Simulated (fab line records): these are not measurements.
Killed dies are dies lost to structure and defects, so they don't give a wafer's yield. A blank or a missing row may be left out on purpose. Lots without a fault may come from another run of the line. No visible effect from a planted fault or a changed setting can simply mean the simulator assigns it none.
Which tool did it? || flow sky130 || 24 lots, 72 wafers sampled, at 3 steps of a route of 708

WHAT EACH GAUGE READ, for each wafer
SKY_VIA2_OVL_MEAS_13. Usual: VIA2_OVL 2 nm, standard deviation 6.7.
{"lot": "L074", "measured": "day 36 03:32", "on": "overlay-02", "VIA2_OVL (nm)": "8 -5 3", "flag": ""}
{"lot": "L075", "measured": "day 36 22:30", "on": "overlay-02", "VIA2_OVL (nm)": "9 2 -3", "flag": ""}
{"lot": "L076", "measured": "day 37 10:32", "on": "overlay-02", "VIA2_OVL (nm)": "1 5 0", "flag": ""}
{"lot": "L077", "measured": "day 37 13:42", "on": "overlay-02", "VIA2_OVL (nm)": "2 2 3", "flag": ""}
{"lot": "L078", "measured": "day 37 18:09", "on": "overlay-01", "VIA2_OVL (nm)": "17 7 -3", "flag": ""}
{"lot": "L079", "measured": "day 38 02:05", "on": "overlay-01", "VIA2_OVL (nm)": "-5 2 -7", "flag": ""}
{"lot": "L080", "measured": "day 38 06:48", "on": "overlay-01", "VIA2_OVL (nm)": "3 -2 1", "flag": ""}
{"lot": "L081", "measured": "day 38 19:44", "on": "overlay-02", "VIA2_OVL (nm)": "7 13 0", "flag": ""}
{"lot": "L082", "measured": "day 39 06:08", "on": "overlay-02", "VIA2_OVL (nm)": "2 13 4", "flag": ""}
{"lot": "L083", "measured": "day 39 12:18", "on": "overlay-01", "VIA2_OVL (nm)": "4 -10 -3", "flag": ""}
{"lot": "L085", "measured": "day 39 18:41", "on": "overlay-02", "VIA2_OVL (nm)": "1 7 -9", "flag": ""}
{"lot": "L084", "measured": "day 39 20:17", "on": "overlay-02", "VIA2_OVL (nm)": "-2 1 -5", "flag": ""}
{"lot": "L086", "measured": "day 40 05:37", "on": "overlay-02", "VIA2_OVL (nm)": "13 8 12", "flag": ""}
{"lot": "L087", "measured": "day 40 10:38", "on": "overlay-02", "VIA2_OVL (nm)": "-6 10 7", "flag": ""}
{"lot": "L088", "measured": "day 40 20:55", "on": "overlay-01", "VIA2_OVL (nm)": "-1 7 -4", "flag": ""}
{"lot": "L089", "measured": "day 41 10:04", "on": "overlay-01", "VIA2_OVL (nm)": "1 6 8", "flag": ""}
{"lot": "L091", "measured": "day 41 12:26", "on": "overlay-02", "VIA2_OVL (nm)": "-8 -10 -3", "flag": ""}
{"lot": "L090", "measured": "day 41 18:30", "on": "overlay-01", "VIA2_OVL (nm)": "8 2 11", "flag": ""}
{"lot": "L092", "measured": "day 41 19:05", "on": "overlay-02", "VIA2_OVL (nm)": "5 1 7", "flag": ""}
{"lot": "L093", "measured": "day 42 06:26", "on": "overlay-01", "VIA2_OVL (nm)": "7 0 9", "flag": ""}
{"lot": "L095", "measured": "day 42 07:25", "on": "overlay-01", "VIA2_OVL (nm)": "3 -6 -12", "flag": ""}
{"lot": "L094", "measured": "day 42 08:42", "on": "overlay-02", "VIA2_OVL (nm)": "-6 -5 5", "flag": ""}
{"lot": "L096", "measured": "day 42 11:39", "on": "overlay-02", "VIA2_OVL (nm)": "4 -4 -11", "flag": ""}
{"lot": "L097", "measured": "day 43 04:08", "on": "overlay-01", "VIA2_OVL (nm)": "5 9 1", "flag": ""}

WHICH TOOL RAN EACH LOT (tool, then ch and the chambers of the sampled wafers, then the start)
{"lot": "L074", "SKY_METAL1_SPUTTER_03": "pvd_sputter-03, day 31 11:43", "SKY_METAL2_SPUTTER_00": "pvd_sputter-04, day 33 21:14"}
{"lot": "L075", "SKY_METAL1_SPUTTER_03": "pvd_sputter-01, day 32 08:47", "SKY_METAL2_SPUTTER_00": "pvd_sputter-02, day 34 17:09"}
{"lot": "L076", "SKY_METAL1_SPUTTER_03": "pvd_sputter-03, day 32 19:46", "SKY_METAL2_SPUTTER_00": "pvd_sputter-04, day 35 03:43"}
{"lot": "L077", "SKY_METAL1_SPUTTER_03": "pvd_sputter-03, day 33 01:22", "SKY_METAL2_SPUTTER_00": "pvd_sputter-03, day 35 08:33"}
{"lot": "L078", "SKY_METAL1_SPUTTER_03": "pvd_sputter-03, day 33 05:01", "SKY_METAL2_SPUTTER_00": "pvd_sputter-02, day 35 12:53"}
{"lot": "L079", "SKY_METAL1_SPUTTER_03": "pvd_sputter-03, day 33 14:08", "SKY_METAL2_SPUTTER_00": "pvd_sputter-03, day 35 20:58"}
{"lot": "L080", "SKY_METAL1_SPUTTER_03": "pvd_sputter-04, day 33 19:43", "SKY_METAL2_SPUTTER_00": "pvd_sputter-03, day 36 02:24"}
{"lot": "L081", "SKY_METAL1_SPUTTER_03": "pvd_sputter-01, day 34 07:07", "SKY_METAL2_SPUTTER_00": "pvd_sputter-04, day 36 14:15"}
{"lot": "L082", "SKY_METAL1_SPUTTER_03": "pvd_sputter-03, day 34 18:19", "SKY_METAL2_SPUTTER_00": "pvd_sputter-04, day 37 01:10"}
{"lot": "L083", "SKY_METAL1_SPUTTER_03": "pvd_sputter-04, day 35 00:07", "SKY_METAL2_SPUTTER_00": "pvd_sputter-03, day 37 07:33"}
{"lot": "L085", "SKY_METAL1_SPUTTER_03": "pvd_sputter-04, day 35 08:16", "SKY_METAL2_SPUTTER_00": "pvd_sputter-04, day 37 14:08"}
{"lot": "L084", "SKY_METAL1_SPUTTER_03": "pvd_sputter-03, day 35 10:19", "SKY_METAL2_SPUTTER_00": "pvd_sputter-04, day 37 16:55"}
{"lot": "L086", "SKY_METAL1_SPUTTER_03": "pvd_sputter-04, day 35 20:07", "SKY_METAL2_SPUTTER_00": "pvd_sputter-03, day 38 01:56"}
{"lot": "L087", "SKY_METAL1_SPUTTER_03": "pvd_sputter-03, day 36 00:46", "SKY_METAL2_SPUTTER_00": "pvd_sputter-04, day 38 07:23"}
{"lot": "L088", "SKY_METAL1_SPUTTER_03": "pvd_sputter-03, day 36 13:02", "SKY_METAL2_SPUTTER_00": "pvd_sputter-04, day 38 18:28"}
{"lot": "L089", "SKY_METAL1_SPUTTER_03": "pvd_sputter-01, day 37 02:25", "SKY_METAL2_SPUTTER_00": "pvd_sputter-02, day 39 08:04"}
{"lot": "L091", "SKY_METAL1_SPUTTER_03": "pvd_sputter-03, day 37 05:32", "SKY_METAL2_SPUTTER_00": "pvd_sputter-04, day 39 10:29"}
{"lot": "L090", "SKY_METAL1_SPUTTER_03": "pvd_sputter-03, day 37 11:04", "SKY_METAL2_SPUTTER_00": "pvd_sputter-04, day 39 16:01"}
{"lot": "L092", "SKY_METAL1_SPUTTER_03": "pvd_sputter-03, day 37 13:01", "SKY_METAL2_SPUTTER_00": "pvd_sputter-02, day 39 17:44"}
{"lot": "L093", "SKY_METAL1_SPUTTER_03": "pvd_sputter-03, day 38 00:34", "SKY_METAL2_SPUTTER_00": "pvd_sputter-03, day 40 05:20"}
{"lot": "L095", "SKY_METAL1_SPUTTER_03": "pvd_sputter-04, day 38 00:55", "SKY_METAL2_SPUTTER_00": "pvd_sputter-04, day 40 06:38"}
{"lot": "L094", "SKY_METAL1_SPUTTER_03": "pvd_sputter-04, day 38 02:22", "SKY_METAL2_SPUTTER_00": "pvd_sputter-03, day 40 07:05"}
{"lot": "L096", "SKY_METAL1_SPUTTER_03": "pvd_sputter-03, day 38 06:05", "SKY_METAL2_SPUTTER_00": "pvd_sputter-02, day 40 10:41"}
{"lot": "L097", "SKY_METAL1_SPUTTER_03": "pvd_sputter-01, day 38 23:28", "SKY_METAL2_SPUTTER_00": "pvd_sputter-02, day 41 03:38"}
- SKY_METAL1_SPUTTER_03: material Ti, target thk 5 nm, time 3.3 s.
- SKY_METAL2_SPUTTER_00: material Ti, target thk 15 nm, time 10 s.

WHAT THE TOOLS THEMSELVES READ (means of the sampled wafers that have a number; where no wafer has one, the mark that the record gives instead)
SKY_METAL1_SPUTTER_03. Usual: throttle_valve_pct 30.3 %, standard deviation 1.2.
{"lot": "L074", "tool": "pvd_sputter-03", "throttle_valve_pct (%)": 30.8, "flag": ""}
{"lot": "L075", "tool": "pvd_sputter-01", "throttle_valve_pct (%)": 30.1, "flag": ""}
{"lot": "L076", "tool": "pvd_sputter-03", "throttle_valve_pct (%)": 30.9, "flag": ""}
{"lot": "L077", "tool": "pvd_sputter-03", "throttle_valve_pct (%)": 29.7, "flag": ""}
{"lot": "L078", "tool": "pvd_sputter-03", "throttle_valve_pct (%)": 29.7, "flag": ""}
{"lot": "L079", "tool": "pvd_sputter-03", "throttle_valve_pct (%)": 31.0, "flag": ""}
{"lot": "L080", "tool": "pvd_sputter-04", "throttle_valve_pct (%)": 29.1, "flag": ""}
{"lot": "L081", "tool": "pvd_sputter-01", "throttle_valve_pct (%)": 30.8, "flag": ""}
{"lot": "L082", "tool": "pvd_sputter-03", "throttle_valve_pct (%)": 30.9, "flag": ""}
{"lot": "L083", "tool": "pvd_sputter-04", "throttle_valve_pct (%)": 29.1, "flag": ""}
{"lot": "L085", "tool": "pvd_sputter-04", "throttle_valve_pct (%)": 30.3, "flag": ""}
{"lot": "L084", "tool": "pvd_sputter-03", "throttle_valve_pct (%)": 30.7, "flag": ""}
{"lot": "L086", "tool": "pvd_sputter-04", "throttle_valve_pct (%)": 29.1, "flag": ""}
{"lot": "L087", "tool": "pvd_sputter-03", "throttle_valve_pct (%)": 30.6, "flag": ""}
{"lot": "L088", "tool": "pvd_sputter-03", "throttle_valve_pct (%)": 30.2, "flag": ""}
{"lot": "L089", "tool": "pvd_sputter-01", "throttle_valve_pct (%)": 30.7, "flag": ""}
{"lot": "L091", "tool": "pvd_sputter-03", "throttle_valve_pct (%)": 30.9, "flag": ""}
{"lot": "L090", "tool": "pvd_sputter-03", "throttle_valve_pct (%)": 30.4, "flag": ""}
{"lot": "L092", "tool": "pvd_sputter-03", "throttle_valve_pct (%)": 30.6, "flag": ""}
{"lot": "L093", "tool": "pvd_sputter-03", "throttle_valve_pct (%)": 30.1, "flag": ""}
{"lot": "L095", "tool": "pvd_sputter-04", "throttle_valve_pct (%)": 30.3, "flag": ""}
{"lot": "L094", "tool": "pvd_sputter-04", "throttle_valve_pct (%)": 29.3, "flag": ""}
{"lot": "L096", "tool": "pvd_sputter-03", "throttle_valve_pct (%)": 31.7, "flag": ""}
{"lot": "L097", "tool": "pvd_sputter-01", "throttle_valve_pct (%)": 30.4, "flag": ""}

SKY_METAL2_SPUTTER_00. Usual: throttle_valve_pct 29.9 %, standard deviation 1.4.
{"lot": "L074", "tool": "pvd_sputter-04", "throttle_valve_pct (%)": 30.3, "flag": ""}
{"lot": "L075", "tool": "pvd_sputter-02", "throttle_valve_pct (%)": 30.2, "flag": ""}
{"lot": "L076", "tool": "pvd_sputter-04", "throttle_valve_pct (%)": 30.2, "flag": ""}
{"lot": "L077", "tool": "pvd_sputter-03", "throttle_valve_pct (%)": 30.0, "flag": ""}
{"lot": "L078", "tool": "pvd_sputter-02", "throttle_valve_pct (%)": 29.1, "flag": ""}
{"lot": "L079", "tool": "pvd_sputter-03", "throttle_valve_pct (%)": 30.0, "flag": ""}
{"lot": "L080", "tool": "pvd_sputter-03", "throttle_valve_pct (%)": 31.2, "flag": ""}
{"lot": "L081", "tool": "pvd_sputter-04", "throttle_valve_pct (%)": 29.1, "flag": ""}
{"lot": "L082", "tool": "pvd_sputter-04", "throttle_valve_pct (%)": 29.2, "flag": ""}
{"lot": "L083", "tool": "pvd_sputter-03", "throttle_valve_pct (%)": 30.0, "flag": ""}
{"lot": "L085", "tool": "pvd_sputter-04", "throttle_valve_pct (%)": 30.7, "flag": ""}
{"lot": "L084", "tool": "pvd_sputter-04", "throttle_valve_pct (%)": 30.3, "flag": ""}
{"lot": "L086", "tool": "pvd_sputter-03", "throttle_valve_pct (%)": 30.9, "flag": ""}
{"lot": "L087", "tool": "pvd_sputter-04", "throttle_valve_pct (%)": 29.0, "flag": ""}
{"lot": "L088", "tool": "pvd_sputter-04", "throttle_valve_pct (%)": 29.2, "flag": ""}
{"lot": "L089", "tool": "pvd_sputter-02", "throttle_valve_pct (%)": 29.1, "flag": ""}
{"lot": "L091", "tool": "pvd_sputter-04", "throttle_valve_pct (%)": 29.1, "flag": ""}
{"lot": "L090", "tool": "pvd_sputter-04", "throttle_valve_pct (%)": 30.2, "flag": ""}
{"lot": "L092", "tool": "pvd_sputter-02", "throttle_valve_pct (%)": 29.6, "flag": ""}
{"lot": "L093", "tool": "pvd_sputter-03", "throttle_valve_pct (%)": 30.1, "flag": ""}
{"lot": "L095", "tool": "pvd_sputter-04", "throttle_valve_pct (%)": 29.2, "flag": ""}
{"lot": "L094", "tool": "pvd_sputter-03", "throttle_valve_pct (%)": 31.0, "flag": ""}
{"lot": "L096", "tool": "pvd_sputter-02", "throttle_valve_pct (%)": 30.3, "flag": ""}
{"lot": "L097", "tool": "pvd_sputter-02", "throttle_valve_pct (%)": 29.8, "flag": ""}

THE ANSWER, worked out from the rows above alone
Rule: lot off if the mean of its wafers having a number is beyond 3 standard deviations from the usual mean. Also off: a lot with no number at a reading for which 4 or more lots have one. Where the step has rows for the other lots, those lots are counted as sound. After the gauges, taken in route order, come the tools' own readings; for these a lot's mean is taken, as printed above. At the first step where some lot is off, the reading lying furthest off is the one used; lots without a number count as furthest.
None of the lots is off at any reading shown; this tells nothing.

WHAT THE SIMULATOR HAD INSERTED
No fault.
